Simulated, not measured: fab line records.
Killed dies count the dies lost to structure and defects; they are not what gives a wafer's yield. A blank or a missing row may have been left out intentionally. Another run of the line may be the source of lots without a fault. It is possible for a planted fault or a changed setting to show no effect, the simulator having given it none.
fab line records	flow gf180mcu
record: lots: 13	wafers: 39	lastDay: 34
route steps=602 shown HV_LDD@196 PSD@258
lots that met no fault: from a run of the same line without faults
startH: hours from the record's opening day to when the first of the lot's shown wafers began	waitH: hours since the lot's step before	" identical to the entry in the row above	L1.1+2: several wafers, shown together as one row	- no value, or no start was given	* or withheld: withheld	< > ~ a bound
route shown NAME@n: NAME is a module with steps in the file, n the number in the route of the first one	usual: mean and standard deviation over wafers with no fault	same: alike in all rows	chamber/n: place in a boat	sites: each site's reading	_std_site: their standard deviation	_edge_site: the outer-site mean with the inner-site mean subtracted	radiusMm: for every site, how far away it sits from the centre of the wafer	mask NAME#n: copy n	behind: the tool/chamber that last shaped the wafer	hold: why the lot went on hold/how many hours it stayed there/how the hold came to an end	device: the n, p or np transistor that did not switch	end of line: the tests these same wafers got at the end of their route	a step with no rows: only its recipe	killed: count of dies lost to structure and defects at first sort (not the wafer's yield)	map: a wafer's dies, x killed, . not, _ none there
set.NAME: the setting as run; set.NAME@STEP: as run at that earlier step	model.NAME: the simulator's own value behind a step, which no gauge read
one table for each step of the route and one row for each wafer, over a sample of lots
services: from which hour (startH, from the record's first day; less than 0 if before it) a tool's chamber was out of use, for how many hours, and why
== steps ==
step: GF_HV_LDD_OVL_MEAS_20
usual: HV_LDD_01_OVL: -0.9/1.3
lot.wafer	tool	chamber	startH	waitH	HV_LDD_01_OVL[nm]
L807.1	overlay-02	-	235.22	0.1	-2.9
L807.4	"	-	"	"	-0.7
L807.5	"	-	"	"	-1.6
L808.3	overlay-02	-	241.73	0.1	-1.9
L808.5	"	-	"	"	-0.5
L808.6	"	-	"	"	-1.3
L809.2	overlay-02	-	245.04	0.1	0.2
L809.4	"	-	"	"	-0.7
L809.5	"	-	"	"	0.5
L811.1	overlay-01	-	269.92	0.1	0.7
L811.2	"	-	"	"	-0.8
L811.4	"	-	"	"	-2.2
L812.1	overlay-02	-	270.04	0.1	-1.0
L812.2	"	-	"	"	-0.1
L812.4	"	-	"	"	-0.3
L815.1	overlay-02	-	294.02	0.1	-2.1
L815.4	"	-	"	"	-2.5
L815.5	"	-	"	"	-3.2
L823.2	overlay-02	-	364.95	0.1	2.9
L823.4	"	-	"	"	1.1
L823.5	"	-	"	"	1.5
L825.2	overlay-02	-	368.93	0.1	-0.6
L825.4	"	-	"	"	0.9
L825.5	"	-	"	"	0.1
L826.1	overlay-01	-	383.59	0.1	-0.9
L826.2	"	-	"	"	-1.4
L826.5	"	-	"	"	0.2
L827.1	overlay-02	-	392.32	0.1	-0.1
L827.4	"	-	"	"	-1.2
L827.5	"	-	"	"	-1.1
L828.1	overlay-01	-	395.17	0.1	-0.1
L828.3	"	-	"	"	-2.9
L828.6	"	-	"	"	-3.8
L829.1	overlay-02	-	400.24	0.1	-2.5
L829.5	"	-	"	"	0.2
L829.6	"	-	"	"	-0.2
L830.2	overlay-02	-	411.70	0.1	-3.2
L830.4	"	-	"	"	-1.9
L830.6	"	-	"	"	-1.8
step: GF_HV_LDD_STRIP_22
recipe: chemistry: O2/N2	powerW: 1400	pressureMtorr: 1500	platenTempC: 250	o2FlowSccm: 3000	n2FlowSccm: 300	overashFraction: 0.5
usual: drypumpMotorCurrentA: 5.93/0.26	heaterPowerW: 305/24	oesProductAu: 0.716/0.0042	stripTimeToEndpointS: 12.65/0.036
lot.wafer	tool	chamber	startH	waitH	drypumpMotorCurrentA	heaterPowerW	oesProductAu	rfHoursCounterH	stripTimeToEndpointS
L807.1	plasmaAsher-03	0	235.41	0.1	5.94	315	0.715	56	12.61
L807.4	"	1	"	"	6.00	274	0.717	-	12.60
L807.5	"	0	"	"	5.94	309	0.708	-	12.63
L808.3	plasmaAsher-03	1	241.94	0.1	6.01	275	0.714	-	12.65
L808.5	"	0	"	"	5.96	322	0.714	-	12.65
L808.6	"	1	"	"	6.01	283	0.713	-	12.63
L809.2	plasmaAsher-03	1	245.22	0.1	6.01	275	0.716	57	12.62
L809.4	"	1	"	"	6.01	286	0.711	-	12.66
L809.5	"	1	"	"	6.04	279	0.714	-	12.64
L811.1	plasmaAsher-03	1	270.11	0.1	5.99	280	0.724	60	12.67
L811.2	"	0	"	"	5.95	307	0.718	60	12.69
L811.4	"	1	"	"	6.00	284	0.722	-	12.72
L812.1	plasmaAsher-01	0	270.23	0.1	5.52	332	0.719	50	12.63
L812.2	"	1	"	"	6.33	341	0.716	50	12.61
L812.4	"	0	"	"	5.52	320	0.716	-	12.60
L815.1	plasmaAsher-01	1	294.21	0.1	6.31	335	0.725	53	12.66
L815.4	"	1	"	"	6.32	341	0.719	-	12.63
L815.5	"	1	"	"	6.34	346	0.707	-	12.69
L823.2	plasmaAsher-02	1	365.13	0.1	5.54	317	0.718	73	12.73
L823.4	"	1	"	"	5.54	307	0.714	-	12.67
L823.5	"	1	"	"	5.53	318	0.710	-	12.71
L825.2	plasmaAsher-03	1	369.11	0.1	6.01	276	0.715	70	12.68
L825.4	"	0	"	"	5.94	308	0.712	-	12.68
L825.5	"	0	"	"	5.94	311	0.711	-	12.70
L826.1	plasmaAsher-01	0	383.93	0.2	5.53	333	0.720	62	12.67
L826.2	"	1	"	"	6.33	344	0.707	62	12.70
L826.5	"	1	"	"	6.34	328	0.719	-	12.69
L827.1	plasmaAsher-03	1	392.50	0.1	5.99	285	0.719	72	12.66
L827.4	"	0	"	"	5.94	308	0.718	-	12.65
L827.5	"	0	"	"	5.94	317	0.716	-	12.67
L828.1	plasmaAsher-02	1	395.35	0.1	5.52	313	0.716	76	12.64
L828.3	"	0	"	"	6.09	275	0.711	-	12.67
L828.6	"	0	"	"	6.08	274	0.709	-	12.66
L829.1	plasmaAsher-01	0	400.42	0.1	5.51	335	0.717	64	12.57
L829.5	"	1	"	"	6.33	339	0.717	-	12.62
L829.6	"	0	"	"	5.50	317	0.714	-	12.62
L830.2	plasmaAsher-02	1	411.88	0.1	5.53	306	0.710	77	12.61
L830.4	"	1	"	"	5.53	321	0.717	-	12.62
L830.6	"	1	"	"	5.52	314	0.724	-	12.65
step: GF_HV_LDD_OVL_MEAS_32
usual: HV_LDD_02_OVL: -0.2/1.4
lot.wafer	tool	chamber	startH	waitH	HV_LDD_02_OVL[nm]
L807.1	overlay-02	-	253.27	0.1	0.8
L807.4	"	-	"	"	0.1
L807.5	"	-	"	"	2.0
L808.3	overlay-02	-	261.55	0.1	0.0
L808.5	"	-	"	"	1.7
L808.6	"	-	"	"	1.3
L809.2	overlay-02	-	263.43	0.1	-0.6
L809.4	"	-	"	"	-0.9
L809.5	"	-	"	"	-2.0
L811.1	overlay-02	-	290.09	0.1	1.1
L811.2	"	-	"	"	-0.2
L811.4	"	-	"	"	0.0
L812.1	overlay-01	-	290.29	0.1	0.1
L812.2	"	-	"	"	1.6
L812.4	"	-	"	"	1.9
L815.1	overlay-02	-	314.94	0.1	-2.9
L815.4	"	-	"	"	-0.7
L815.5	"	-	"	"	-1.6
L823.2	overlay-01	-	388.13	0.1	0.8
L823.4	"	-	"	"	2.9
L823.5	"	-	"	"	-0.5
L825.2	overlay-01	-	392.02	0.1	0.8
L825.4	"	-	"	"	1.3
L825.5	"	-	"	"	1.1
L826.1	overlay-02	-	407.84	0.1	-0.5
L826.2	"	-	"	"	-0.8
L826.5	"	-	"	"	-0.7
L827.1	overlay-01	-	415.74	0.1	0.5
L827.4	"	-	"	"	0.6
L827.5	"	-	"	"	0.2
L828.1	overlay-01	-	419.09	0.1	1.1
L828.3	"	-	"	"	1.1
L828.6	"	-	"	"	1.1
L829.1	overlay-01	-	424.19	0.1	-1.2
L829.5	"	-	"	"	0.5
L829.6	"	-	"	"	0.8
L830.2	overlay-02	-	435.95	0.1	-5.7
L830.4	"	-	"	"	-0.8
L830.6	"	-	"	"	-1.9
step: GF_PSD_STRIP_10
recipe: chemistry: O2/N2	powerW: 1400	pressureMtorr: 1500	platenTempC: 250	o2FlowSccm: 3000	n2FlowSccm: 300	overashFraction: 0.5
usual: drypumpMotorCurrentA: 5.7/0.35	heaterPowerW: 296/31	oesProductAu: 0.592/0.0045	stripTimeToEndpointS: 16.54/0.041
lot.wafer	tool	chamber	startH	waitH	drypumpMotorCurrentA	heaterPowerW	oesProductAu	rfHoursCounterH	stripTimeToEndpointS
L807.1	plasmaAsher-04	1	316.66	0.1	5.1	252	0.590	21	16.46
L807.4	"	1	"	"	5.1	251	0.594	-	16.46
L807.5	"	1	"	"	5.1	254	0.591	-	16.49
L808.3	plasmaAsher-02	0	327.34	0.1	6.1	271	0.594	-	16.47
L808.5	"	0	"	"	6.2	275	0.592	-	16.49
L808.6	"	1	"	"	5.5	317	0.594	-	16.49
L809.2	plasmaAsher-03	0	327.71	0.1	5.9	310	0.600	66	16.57
L809.4	"	0	"	"	5.9	308	0.590	-	16.53
L809.5	"	1	"	"	6.0	278	0.586	-	16.52
L811.1	plasmaAsher-04	1	357.46	0.1	5.1	253	0.595	25	16.55
L811.2	"	0	"	"	5.7	346	0.592	25	16.56
L811.4	"	0	"	"	5.7	347	0.593	-	16.55
L812.1	plasmaAsher-03	1	357.76	0.1	6.0	280	0.590	69	16.54
L812.2	"	0	"	"	6.0	315	0.585	69	16.61
L812.4	"	0	"	"	6.0	307	0.590	-	16.58
L815.1	plasmaAsher-03	1	383.36	0.1	6.0	275	0.764	71	-
L815.4	"	1	"	"	6.0	271	0.770	-	-
L815.5	"	0	"	"	5.9	311	0.767	-	-
L823.2	plasmaAsher-03	1	465.37	0.1	6.0	286	0.585	80	16.51
L823.4	"	0	"	"	6.0	304	0.593	-	16.51
L823.5	"	0	"	"	6.0	308	0.595	-	16.51
L825.2	plasmaAsher-03	1	470.88	0.1	6.0	278	0.596	80	16.55
L825.4	"	1	"	"	6.0	280	0.588	-	16.59
L825.5	"	1	"	"	6.0	280	0.592	-	16.54
L826.1	plasmaAsher-03	0	484.25	0.1	6.0	319	0.590	82	16.56
L826.2	"	1	"	"	6.0	278	0.591	82	16.53
L826.5	"	0	"	"	6.0	305	0.598	-	16.55
L827.1	plasmaAsher-03	1	492.07	0.1	6.0	284	0.586	82	16.56
L827.4	"	1	"	"	6.0	274	0.599	-	16.58
L827.5	"	0	"	"	6.0	310	0.582	-	16.56
L828.1	plasmaAsher-02	1	495.30	0.1	5.5	292	0.587	7	16.59
L828.3	"	1	"	"	5.6	286	0.587	-	16.55
L828.6	"	0	"	"	6.1	282	0.589	-	16.54
L829.1	plasmaAsher-03	0	502.07	0.1	6.0	320	0.592	83	16.54
L829.5	"	0	"	"	5.9	308	0.596	-	16.54
L829.6	"	1	"	"	6.0	274	0.591	-	16.53
L830.2	plasmaAsher-04	0	512.10	0.1	5.7	344	0.586	40	16.50
L830.4	"	0	"	"	5.7	349	0.601	-	16.59
L830.6	"	1	"	"	5.1	260	0.595	-	16.56
== services ==
tool	chamber	startH	hours	kind
plasmaAsher-02	-	244.87	0.4	repair
plasmaAsher-02	-	306.18	2.8	pm
plasmaAsher-02	-	421.26	9.0	pm
plasmaAsher-02	0	421.26	9.0	ventCycle
plasmaAsher-02	1	421.26	9.0	ventCycle
plasmaAsher-02	0	430.26	-	clean
plasmaAsher-02	1	430.26	-	clean
plasmaAsher-04	-	446.79	2.8	pm
plasmaAsher-03	-	485.96	0.4	repair
== key ==
firstSign: step: GF_PSD_STRIP_10	reading: oesProductAu	direction: up	sigmas: 39	usual: 0.592	struck: 0.767
effect none on later readings
metAt GF_PSD_STRIP_10
struckLots L815
laterRowsLeftOut L815.1,L815.4,L815.5
sortLeftOut L815.1,L815.4,L815.5
testerLeftOut L815
notActingAt GF_HV_LDD_OVL_MEAS_20,GF_HV_LDD_STRIP_22,GF_HV_LDD_OVL_MEAS_32
onsetBetween 357.76 383.36
fault: kind: stripAborted	tool: plasmaAsher-03	chamber: -	onsetH: 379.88	steps: GF_PSD_STRIP_10	offset: 0.34667	endH: 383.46
testerLeftOut: of these lots the tester's yield and bins aren't shown, on N5 and GAA mostly nor the transistor test; their killed dies are dies lost to structure and defects alone, not to doping, threshold or leakage, so they don't give the yield
sortLeftOut: the simulated sort isn't trusted on such a fault, so these wafers' sort isn't shown, and their yield isn't known
laterRowsLeftOut: the simulator's readings of these wafers behind a module that went badly wrong aren't trusted and aren't shown, but for the sort
